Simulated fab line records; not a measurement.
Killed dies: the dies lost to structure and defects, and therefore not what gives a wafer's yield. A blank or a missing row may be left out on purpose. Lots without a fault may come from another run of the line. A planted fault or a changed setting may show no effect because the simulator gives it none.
What tool caused it? / flow sky130 / 12 lots with 36 wafers sampled at 5 steps, on a route of 708 steps

## WHAT THE GAUGES READ, wafer by wafer
SKY_VIA1_CD_MEAS_12: target cd 150 nm.
lot=L960; measured=day 34 06:24; on=cd-sem-02; cd-nm (nm)=148.4 150.4 150.3
lot=L963; measured=day 35 00:45; on=cd-sem-02; cd-nm (nm)=149.5 150.5 150.5
lot=L964; measured=day 35 02:47; on=cd-sem-01; cd-nm (nm)=147.9 146.6 147.6
lot=L967; measured=day 35 21:17; on=cd-sem-01; cd-nm (nm)=152.1 152.8 151.3
lot=L968; measured=day 36 10:56; on=cd-sem-02; cd-nm (nm)=149.0 148.9 148.5
lot=L969; measured=day 36 14:40; on=cd-sem-01; cd-nm (nm)=150.4 152.5 150.7
lot=L971; measured=day 37 07:27; on=cd-sem-02; cd-nm (nm)=151.4 150.7 151.0
lot=L973; measured=day 37 19:46; on=cd-sem-01; cd-nm (nm)=147.9 149.7 148.8
lot=L974; measured=day 38 13:36; on=cd-sem-01; cd-nm (nm)=152.4 149.8 150.7
lot=L980; measured=day 39 21:44; on=cd-sem-02; cd-nm (nm)=150.1 148.2 150.4
lot=L981; measured=day 41 00:41; on=cd-sem-02; cd-nm (nm)=152.4 152.3 150.7
lot=L982; measured=day 41 08:13; on=cd-sem-01; cd-nm (nm)=149.1 151.6 150.5

SKY_METAL2_THK_MEAS_06: measures by xrf.
lot=L960; measured=day 34 08:09; on=film-metro-03; METAL2_ALCU_THK (nm)=244 242 241
lot=L963; measured=day 35 02:33; on=film-metro-02; METAL2_ALCU_THK (nm)=237 241 240
lot=L964; measured=day 35 04:51; on=film-metro-04; METAL2_ALCU_THK (nm)=243 245 244
lot=L967; measured=day 35 23:01; on=film-metro-02; METAL2_ALCU_THK (nm)=237 237 237
lot=L968; measured=day 36 12:41; on=film-metro-04; METAL2_ALCU_THK (nm)=239 230 230
lot=L969; measured=day 36 16:23; on=film-metro-04; METAL2_ALCU_THK (nm)=243 243 244
lot=L971; measured=day 37 09:13; on=film-metro-04; METAL2_ALCU_THK (nm)=241 239 231
lot=L973; measured=day 37 21:29; on=film-metro-03; METAL2_ALCU_THK (nm)=244 243 244
lot=L974; measured=day 38 15:20; on=film-metro-04; METAL2_ALCU_THK (nm)=244 245 246
lot=L980; measured=day 39 23:28; on=film-metro-04; METAL2_ALCU_THK (nm)=246 248 249
lot=L981; measured=day 41 02:27; on=film-metro-04; METAL2_ALCU_THK (nm)=235 233 235
lot=L982; measured=day 41 09:57; on=film-metro-03; METAL2_ALCU_THK (nm)=247 241 242

## WHAT TOOL EACH LOT RAN ON (gives the tool, then ch and the chambers of the sampled wafers, and finally the start)
lot=L960; SKY_VIA1_CMP_02=cmp-01 ch 0,1,2, day 33 03:20; SKY_METAL2_SPUTTER_00=pvd-sputter-03, day 34 07:52; SKY_METAL2_SPUTTER_04=pvd-sputter-03, day 34 07:57
lot=L963; SKY_VIA1_CMP_02=cmp-02 ch 0,1,2, day 33 23:31; SKY_METAL2_SPUTTER_00=pvd-sputter-03, day 35 02:17; SKY_METAL2_SPUTTER_04=pvd-sputter-03, day 35 02:23
lot=L964; SKY_VIA1_CMP_02=cmp-01 ch 0,2,3, day 34 00:28; SKY_METAL2_SPUTTER_00=pvd-sputter-02, day 35 04:35; SKY_METAL2_SPUTTER_04=pvd-sputter-02, day 35 04:41
lot=L967; SKY_VIA1_CMP_02=cmp-02 ch 0,2, day 34 19:16; SKY_METAL2_SPUTTER_00=pvd-sputter-03, day 35 22:46; SKY_METAL2_SPUTTER_04=pvd-sputter-03, day 35 22:51
lot=L968; SKY_VIA1_CMP_02=cmp-02 ch 1,2,3, day 35 08:17; SKY_METAL2_SPUTTER_00=pvd-sputter-03, day 36 12:25; SKY_METAL2_SPUTTER_04=pvd-sputter-03, day 36 12:31
lot=L969; SKY_VIA1_CMP_02=cmp-02 ch 0,1, day 35 12:31; SKY_METAL2_SPUTTER_00=pvd-sputter-02, day 36 16:07; SKY_METAL2_SPUTTER_04=pvd-sputter-02, day 36 16:12
lot=L971; SKY_VIA1_CMP_02=cmp-01 ch 0,1,2, day 36 05:30; SKY_METAL2_SPUTTER_00=pvd-sputter-03, day 37 08:57; SKY_METAL2_SPUTTER_04=pvd-sputter-03, day 37 09:02
lot=L973; SKY_VIA1_CMP_02=cmp-02 ch 1,2,3, day 36 17:43; SKY_METAL2_SPUTTER_00=pvd-sputter-01, day 37 21:12; SKY_METAL2_SPUTTER_04=pvd-sputter-01, day 37 21:17
lot=L974; SKY_VIA1_CMP_02=cmp-02 ch 0,1,2, day 37 12:15; SKY_METAL2_SPUTTER_00=pvd-sputter-01, day 38 15:04; SKY_METAL2_SPUTTER_04=pvd-sputter-01, day 38 15:10
lot=L980; SKY_VIA1_CMP_02=cmp-02 ch 2,3, day 38 21:01; SKY_METAL2_SPUTTER_00=pvd-sputter-02, day 39 23:12; SKY_METAL2_SPUTTER_04=pvd-sputter-02, day 39 23:17
lot=L981; SKY_VIA1_CMP_02=cmp-01 ch 0,2,3, day 39 23:27; SKY_METAL2_SPUTTER_00=pvd-sputter-03, day 41 02:11; SKY_METAL2_SPUTTER_04=pvd-sputter-03, day 41 02:17
lot=L982; SKY_VIA1_CMP_02=cmp-02 ch 0,2, day 40 08:19; SKY_METAL2_SPUTTER_00=pvd-sputter-01, day 41 09:40; SKY_METAL2_SPUTTER_04=pvd-sputter-01, day 41 09:46
- SKY_VIA1_CMP_02: polishes SiO2.
- SKY_METAL2_SPUTTER_00: material Ti, target thk 15 nm, time 10 s.
- SKY_METAL2_SPUTTER_04: material TiN, target thk 70 nm, time 58.3 s.

## AS READ BY THE TOOLS THEMSELVES (means over the sampled wafers that have a number; for cases with no such wafer, the mark the record gives instead)
SKY_VIA1_CMP_02.
lot=L960; tool=cmp-01; head-pressure-psi (psi)=4.003; motor-current-A (A)=13.2
lot=L963; tool=cmp-02; head-pressure-psi (psi)=3.993; motor-current-A (A)=12.3
lot=L964; tool=cmp-01; head-pressure-psi (psi)=4.000; motor-current-A (A)=12.8
lot=L967; tool=cmp-02; head-pressure-psi (psi)=3.990; motor-current-A (A)=11.7
lot=L968; tool=cmp-02; head-pressure-psi (psi)=4.007; motor-current-A (A)=12.6
lot=L969; tool=cmp-02; head-pressure-psi (psi)=4.002; motor-current-A (A)=11.3
lot=L971; tool=cmp-01; head-pressure-psi (psi)=4.002; motor-current-A (A)=13.1
lot=L973; tool=cmp-02; head-pressure-psi (psi)=4.007; motor-current-A (A)=12.1
lot=L974; tool=cmp-02; head-pressure-psi (psi)=3.998; motor-current-A (A)=12.1
lot=L980; tool=cmp-02; head-pressure-psi (psi)=3.999; motor-current-A (A)=12.2
lot=L981; tool=cmp-01; head-pressure-psi (psi)=4.004; motor-current-A (A)=13.1
lot=L982; tool=cmp-02; head-pressure-psi (psi)=4.011; motor-current-A (A)=12.9

SKY_METAL2_SPUTTER_00.
lot=L960; tool=pvd-sputter-03; cathode-dc-power-W (W)=3000.5; throttle-valve-pct (%)=28.9
lot=L963; tool=pvd-sputter-03; cathode-dc-power-W (W)=3000.1; throttle-valve-pct (%)=28.9
lot=L964; tool=pvd-sputter-02; cathode-dc-power-W (W)=3000.0; throttle-valve-pct (%)=30.0
lot=L967; tool=pvd-sputter-03; cathode-dc-power-W (W)=3000.1; throttle-valve-pct (%)=30.6
lot=L968; tool=pvd-sputter-03; cathode-dc-power-W (W)=3000.0; throttle-valve-pct (%)=28.3
lot=L969; tool=pvd-sputter-02; cathode-dc-power-W (W)=3000.5; throttle-valve-pct (%)=29.8
lot=L971; tool=pvd-sputter-03; cathode-dc-power-W (W)=2999.6; throttle-valve-pct (%)=30.6
lot=L973; tool=pvd-sputter-01; cathode-dc-power-W (W)=2999.9; throttle-valve-pct (%)=29.4
lot=L974; tool=pvd-sputter-01; cathode-dc-power-W (W)=3000.2; throttle-valve-pct (%)=29.9
lot=L980; tool=pvd-sputter-02; cathode-dc-power-W (W)=3000.1; throttle-valve-pct (%)=30.0
lot=L981; tool=pvd-sputter-03; cathode-dc-power-W (W)=3000.0; throttle-valve-pct (%)=29.9
lot=L982; tool=pvd-sputter-01; cathode-dc-power-W (W)=3000.2; throttle-valve-pct (%)=29.9

SKY_METAL2_SPUTTER_04.
lot=L960; tool=pvd-sputter-03; cathode-dc-power-W (W)=6499.2; throttle-valve-pct (%)=29.0
lot=L963; tool=pvd-sputter-03; cathode-dc-power-W (W)=6501.0; throttle-valve-pct (%)=29.3
lot=L964; tool=pvd-sputter-02; cathode-dc-power-W (W)=6499.4; throttle-valve-pct (%)=30.1
lot=L967; tool=pvd-sputter-03; cathode-dc-power-W (W)=6498.7; throttle-valve-pct (%)=30.6
lot=L968; tool=pvd-sputter-03; cathode-dc-power-W (W)=7602.2; throttle-valve-pct (%)=28.4
lot=L969; tool=pvd-sputter-02; cathode-dc-power-W (W)=6501.1; throttle-valve-pct (%)=29.9
lot=L971; tool=pvd-sputter-03; cathode-dc-power-W (W)=7050.0; throttle-valve-pct (%)=30.6
lot=L973; tool=pvd-sputter-01; cathode-dc-power-W (W)=6500.2; throttle-valve-pct (%)=29.2
lot=L974; tool=pvd-sputter-01; cathode-dc-power-W (W)=6499.4; throttle-valve-pct (%)=30.0
lot=L980; tool=pvd-sputter-02; cathode-dc-power-W (W)=6500.5; throttle-valve-pct (%)=30.0
lot=L981; tool=pvd-sputter-03; cathode-dc-power-W (W)=6499.7; throttle-valve-pct (%)=29.9
lot=L982; tool=pvd-sputter-01; cathode-dc-power-W (W)=6500.2; throttle-valve-pct (%)=29.8

## THE ANSWER, worked out from the rows above alone
Rule: what is usual is taken from the lots themselves. The widest of any qualifying gaps counts: lots, ordered by their means at a reading, are off when they make up no more than a third of the lots, leave a main group of 4 or more, and stand apart from it by 3 or more times the standard deviation of that group's means. Not used: any main group whose means are identical at the precision the tables above print for the reading. Also off: a lot with no number at a reading for which 4 or more lots have one. Any other lot the step has rows for is counted as sound. After the gauges, taken in route order, come the tools' own readings; for these a lot's mean is taken, as printed above. The first step at which some lot is off is used, and at that step the reading that is off furthest; a lot without a number counts as furthest.
Off at SKY_METAL2_SPUTTER_04 (cathode-dc-power-W): L968, L971. Main group: mean 6499.9 W, sd 0.75.
If a tool, at that step or one of the process steps before it, ran each lot that is off and ran no sound lot following the first of them, it fits. Not one of the candidates tried fits.

## WHAT HAD BEEN PUT IN BY THE SIMULATOR
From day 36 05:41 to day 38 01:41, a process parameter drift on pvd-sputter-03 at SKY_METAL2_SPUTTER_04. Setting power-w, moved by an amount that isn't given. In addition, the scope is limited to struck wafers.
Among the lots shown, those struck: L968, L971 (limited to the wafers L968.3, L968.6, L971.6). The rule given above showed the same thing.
